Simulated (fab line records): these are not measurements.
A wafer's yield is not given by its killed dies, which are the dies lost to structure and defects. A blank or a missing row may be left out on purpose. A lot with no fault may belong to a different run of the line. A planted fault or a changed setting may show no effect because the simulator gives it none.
Matching of chambers	flow gf180mcu	GF_V1_CMP_26 on cmp-02 has 4 sister chambers
The step polishes, stops on SiO2, t overpolish 15 s, target thk 0 nm. 7 wafers are shown with their chamber, then 10 later ones without.

## WAFERS PAIRED WITH THEIR CHAMBERS
wafer	chamber	motor_current_A (A)	time_to_endpoint_s (s)
L776.3	2	9.1	82.1
L785.3	0	11.0	83.5
L785.4	2	9.1	79.6
L786.4	1	10.0	80.7
L786.6	3	10.1	82.7
L787.4	3	10.7	82.9
L787.5	0	11.3	82.5

## WAFERS WITHOUT THEIR CHAMBER
wafer	motor_current_A (A)	time_to_endpoint_s (s)
L787.6	10.3	83.9
L789.1	11.2	81.9
L789.3	10.9	78.4
L789.6	10.7	81.8
L790.2	9.1	79.2
L790.5	10.3	84.2
L790.6	11.2	82.5
L791.1	9.4	81.9
L791.3	9.8	84.1
L791.4	11.1	81.9

## THE CHAMBER EACH PASSED THROUGH
wafer	from the rows above	in truth
L787.6	3	3
L789.1	0	0
L789.3	can't be placed: 1 or 0 or 3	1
L789.6	can't be placed: 3 or 0 or 1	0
L790.2	2	2
L790.5	can't be placed: 3 or 0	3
L790.6	0	0
L791.1	can't be placed: 2 or 1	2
L791.3	can't be placed: 3 or 1 or 2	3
L791.4	can't be placed: 0 or 3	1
Correctly placed: 4 of 10. Not placeable from these rows: 6 (in 5, the candidates include the true chamber). Wrongly placed: 0.
How it was worked out, from the rows above alone: a wafer's distance from a chamber is the root of the sum, over the readings, of the square of ((its reading less the chamber's mean) divided by the reading's scatter). The wafer belongs to the nearest chamber; if the next one is less than 2 further off, it can't be placed. Each chamber's mean is taken over the wafers shown for it. The scatter: the root of (the sum of the squares of (reading less its chamber's mean) over the shown wafers, divided by (wafers less chambers)).
